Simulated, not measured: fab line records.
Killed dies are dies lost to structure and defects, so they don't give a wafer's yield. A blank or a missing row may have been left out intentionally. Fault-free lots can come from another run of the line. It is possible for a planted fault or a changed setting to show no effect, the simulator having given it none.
Matching of chambers | flow gf180mcu | pecvd-02 running GF_PASSIVATION_CVD_02: 3 sister chambers
The step deposits Si3N4, target thk 700 nm, time 486.18 s. 14 wafers are shown with their chamber, then 7 later ones without.

== EACH WAFER AND ITS CHAMBER ==
wafer  | chamber | heater power w (W) | heater power outer w (W)
L075.1 | 1       | 688                | 404
L075.5 | 1       | 533                | 316
L075.6 | 0       | 684                | 383
L085.1 | 2       | 569                | 352
L085.5 | 2       | 602                | 371
L085.6 | 1       | 643                | 379
L087.2 | 0       | 798                | 446
L087.5 | 1       | 654                | 398
L087.6 | 0       | 810                | 463
L088.1 | 0       | 765                | 416
L088.3 | 1       | 590                | 338
L088.5 | 0       | 788                | 458
L089.1 | 1       | 652                | 394
L089.5 | 0       | 836                | 491

SIGNATURES, as means of the wafers listed above
reading              | chamber 0 | chamber 1 | chamber 2 | scatter within a chamber
heater power w       | 780.17    | 626.67    | 585.50    | 52.2
heater power outer w | 442.83    | 371.50    | 361.50    | 35.6
Rule: for a wafer and a chamber, the distance is found by dividing, reading by reading, the gap between the wafer's reading and the chamber's mean by the reading's scatter, squaring, summing and taking the root. If the next closest chamber is less than 2 further off than the closest, the wafer can't be placed; otherwise it belongs to the closest. The scatter: the root of (the sum of the squares of (reading less its chamber's mean) over the shown wafers, divided by (wafers less chambers)).

== WAFERS WITHOUT THEIR CHAMBER ==
wafer  | heater power w (W) | heater power outer w (W)
L089.6 | 508                | 304
L094.2 | 593                | 340
L094.4 | 694                | 395
L094.5 | 656                | 392
L095.1 | 812                | 459
L095.3 | 614                | 376
L095.6 | 556                | 317

== THE CHAMBER EACH PASSED THROUGH ==
wafer  | from the rows above          | in truth
L089.6 | can't be placed: 2 or 1      | 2
L094.2 | can't be placed: 2 or 1      | 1
L094.4 | can't be placed: 1 or 0 or 2 | 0
L094.5 | can't be placed: 1 or 2 or 0 | 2
L095.1 | 0                            | 0
L095.3 | can't be placed: 1 or 2      | 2
L095.6 | can't be placed: 2 or 1      | 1
1 of 7 placed correctly. Unplaceable from these rows: 6, with the true chamber sitting among the candidates in 6. 0 placed wrongly.
